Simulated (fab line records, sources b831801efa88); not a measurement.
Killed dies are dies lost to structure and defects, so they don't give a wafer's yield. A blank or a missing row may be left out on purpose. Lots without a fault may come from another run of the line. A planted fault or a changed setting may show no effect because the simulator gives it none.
Chamber matching | flow sky130 | SKY_FIELD_ISO_CMP_27 on cmp-02: 4 sister chambers
The step polishes, stops on Si3N4, t overpolish 16 s, target thk 457.8 nm. 8 wafers are shown with their chamber, then 9 later ones without.

WAFERS WITH THEIR CHAMBER
wafer  | chamber | motor_current_A (A) | overpolish_run_s (s)
L077.1 | 3       | 12.5                | 16.001
L077.3 | 1       | 9.7                 | 16.001
L078.2 | 1       | 9.6                 | 15.997
L079.1 | 2       | 12.1                | 15.992
L079.5 | 0       | 13.0                | 15.987
L085.3 | 3       | 12.3                | 16.004
L085.4 | 0       | 13.5                | 16.006
L085.6 | 2       | 12.2                | 16.002

WAFERS WITHOUT THEIR CHAMBER
wafer  | motor_current_A (A) | overpolish_run_s (s)
L086.4 | 13.0                | 15.983
L086.5 | 12.0                | 16.008
L086.6 | 9.5                 | 16.017
L090.3 | 9.3                 | 16.003
L090.4 | 12.6                | 15.996
L090.5 | 9.9                 | 16.005
L091.1 | 12.3                | 15.996
L091.3 | 9.2                 | 16.004
L091.6 | 9.4                 | 15.992

WHICH CHAMBER EACH WENT THROUGH
wafer  | from the rows above          | in truth
L086.4 | can't be placed: 0 or 3      | 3
L086.5 | can't be placed: 2 or 3      | 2
L086.6 | 1                            | 1
L090.3 | 1                            | 1
L090.4 | can't be placed: 3 or 2 or 0 | 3
L090.5 | 1                            | 1
L091.1 | can't be placed: 2 or 3      | 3
L091.3 | 1                            | 1
L091.6 | 1                            | 1
Placed correctly: 5 of 9. Can't be placed from these rows: 4 (the true chamber is among the candidates in 4). Placed wrongly: 0.
How it was worked out, from the rows above alone: a wafer's distance from a chamber is the root of the sum, over the readings, of the square of ((its reading less the chamber's mean) divided by the reading's scatter). The wafer belongs to the nearest chamber; if the next one is less than 2 further off, it can't be placed. A chamber's mean is the mean of its shown wafers. The scatter: the root of (the sum of the squares of (reading less its chamber's mean) over the shown wafers, divided by (wafers less chambers)).
